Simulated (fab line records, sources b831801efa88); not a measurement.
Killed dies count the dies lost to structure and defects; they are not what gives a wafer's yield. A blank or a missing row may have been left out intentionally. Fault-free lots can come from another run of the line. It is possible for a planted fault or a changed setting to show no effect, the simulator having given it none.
Shared-tool check / flow sky130 / 39 wafers sampled across 13 lots

## THE REASON FOR OPENING IT
Of 13 lots, 1 have the reading VT_ADJUST_LVTN_TW flagged at SKY_VT_ADJUST_LVTN_TW_MEAS_10. Wafers without a fault read 240.4, standard deviation 1.7.
Rule: a lot is flagged in two cases, either no wafer of it has a number, or all its wafers with numbers fall more than 4 standard deviations from that mean. The other lots count as sound.

lot=L340; measured=day 6 18:00; on=film-metro-04; VT_ADJUST_LVTN_TW, wafer by wafer=243.2 241.8 242.3; flag=
lot=L341; measured=day 6 23:43; on=film-metro-01; VT_ADJUST_LVTN_TW, wafer by wafer=240.2 239.4 239.4; flag=
lot=L342; measured=day 7 07:07; on=film-metro-01; VT_ADJUST_LVTN_TW, wafer by wafer=240.2 239.8 240.0; flag=
lot=L343; measured=day 7 13:20; on=film-metro-01; VT_ADJUST_LVTN_TW, wafer by wafer=239.6 240.2 238.8; flag=
lot=L344; measured=day 7 21:29; on=film-metro-04; VT_ADJUST_LVTN_TW, wafer by wafer=244.1 245.4 244.5; flag=
lot=L345; measured=day 8 02:43; on=film-metro-04; VT_ADJUST_LVTN_TW, wafer by wafer=30.1 30.1 30.2; flag=FLAGGED
lot=L350; measured=day 10 04:43; on=film-metro-04; VT_ADJUST_LVTN_TW, wafer by wafer=241.6 241.5 243.2; flag=
lot=L355; measured=day 11 03:17; on=film-metro-04; VT_ADJUST_LVTN_TW, wafer by wafer=242.3 243.2 243.0; flag=
lot=L357; measured=day 11 14:30; on=film-metro-01; VT_ADJUST_LVTN_TW, wafer by wafer=240.0 240.7 240.2; flag=
lot=L358; measured=day 11 23:16; on=film-metro-03; VT_ADJUST_LVTN_TW, wafer by wafer=241.2 241.4 241.8; flag=
lot=L361; measured=day 12 19:04; on=film-metro-01; VT_ADJUST_LVTN_TW, wafer by wafer=239.9 239.7 239.0; flag=
lot=L362; measured=day 12 22:49; on=film-metro-03; VT_ADJUST_LVTN_TW, wafer by wafer=238.8 240.2 240.0; flag=
lot=L363; measured=day 13 00:56; on=film-metro-01; VT_ADJUST_LVTN_TW, wafer by wafer=239.0 238.7 239.2; flag=
Averaged over the flagged lots the numbers come to 30.1, -210.3 from the usual (-99 or more standard deviations).

## WHICH TOOL EACH LOT WENT THROUGH
The record holds 1 process step before the reading, out of a route of 708 steps. In each cell: the tool, then ch and the chambers that the sampled wafers went through, then the start.
lot=L340; flag=; SKY_VT_ADJUST_LVTN_EXPOSE_04=iline-stepper-02 ch 0, day 6 08:38
lot=L341; flag=; SKY_VT_ADJUST_LVTN_EXPOSE_04=iline-stepper-01 ch 0, day 6 14:30
lot=L342; flag=; SKY_VT_ADJUST_LVTN_EXPOSE_04=iline-stepper-02 ch 0, day 6 22:16
lot=L343; flag=; SKY_VT_ADJUST_LVTN_EXPOSE_04=iline-stepper-01 ch 0, day 7 02:58
lot=L344; flag=; SKY_VT_ADJUST_LVTN_EXPOSE_04=iline-stepper-01 ch 0, day 7 10:43
lot=L345; flag=FLAGGED; SKY_VT_ADJUST_LVTN_EXPOSE_04=iline-stepper-01 ch 0, day 7 16:17
lot=L350; flag=; SKY_VT_ADJUST_LVTN_EXPOSE_04=iline-stepper-02 ch 0, day 9 17:42
lot=L355; flag=; SKY_VT_ADJUST_LVTN_EXPOSE_04=iline-stepper-01 ch 0, day 10 16:04
lot=L357; flag=; SKY_VT_ADJUST_LVTN_EXPOSE_04=iline-stepper-01 ch 0, day 11 02:23
lot=L358; flag=; SKY_VT_ADJUST_LVTN_EXPOSE_04=iline-stepper-01 ch 0, day 11 11:18
lot=L361; flag=; SKY_VT_ADJUST_LVTN_EXPOSE_04=iline-stepper-02 ch 0, day 12 06:35
lot=L362; flag=; SKY_VT_ADJUST_LVTN_EXPOSE_04=iline-stepper-01 ch 0, day 12 10:18
lot=L363; flag=; SKY_VT_ADJUST_LVTN_EXPOSE_04=iline-stepper-01 ch 0, day 12 12:31
These steps, and what they do:
- SKY_VT_ADJUST_LVTN_EXPOSE_04: exposes mask NWM COMPLEMENT LESS NATIVE, target cd 840 nm.
- SKY_VT_ADJUST_LVTN_TW_MEAS_10

## FLAGGED OVER TOTAL, TOOL BY TOOL (the gauges that took the reading come last)
step=SKY_VT_ADJUST_LVTN_EXPOSE_04; tool=iline-stepper-01; lots run=9; flagged=1; share of the flagged lots=all; sound lots run after its first flagged lot=5 (L355,L357,L358,L362,L363)
step=SKY_VT_ADJUST_LVTN_EXPOSE_04; tool=iline-stepper-02; lots run=4; flagged=0; share of the flagged lots=none; sound lots run after its first flagged lot=-
step=SKY_VT_ADJUST_LVTN_TW_MEAS_10; tool=film-metro-01; lots run=6; flagged=0; share of the flagged lots=none; sound lots run after its first flagged lot=-
step=SKY_VT_ADJUST_LVTN_TW_MEAS_10; tool=film-metro-03; lots run=2; flagged=0; share of the flagged lots=none; sound lots run after its first flagged lot=-
step=SKY_VT_ADJUST_LVTN_TW_MEAS_10; tool=film-metro-04; lots run=5; flagged=1; share of the flagged lots=all; sound lots run after its first flagged lot=2 (L350,L355)

## WHAT IS ALLOWED BY THE TABLE
Rows of the table that ran all the flagged lots, 2 in number: iline-stepper-01 at SKY_VT_ADJUST_LVTN_EXPOSE_04; film-metro-04 at SKY_VT_ADJUST_LVTN_TW_MEAS_10.
- iline-stepper-01 at SKY_VT_ADJUST_LVTN_EXPOSE_04 ran 9 lots, 1 of them flagged. After the first flagged lot (L355, L357, L358, L362, L363), sound lots still ran on it; a lasting fault on the whole tool would not permit that.
- film-metro-04 at SKY_VT_ADJUST_LVTN_TW_MEAS_10 ran 5 lots, 1 of them flagged. After the first flagged lot (L350, L355), sound lots still ran on it; a lasting fault on the whole tool would not permit that.
Not one row of the table ran every flagged lot while running no sound lot after the first.

## WHAT THE SIMULATOR HAD PUT IN
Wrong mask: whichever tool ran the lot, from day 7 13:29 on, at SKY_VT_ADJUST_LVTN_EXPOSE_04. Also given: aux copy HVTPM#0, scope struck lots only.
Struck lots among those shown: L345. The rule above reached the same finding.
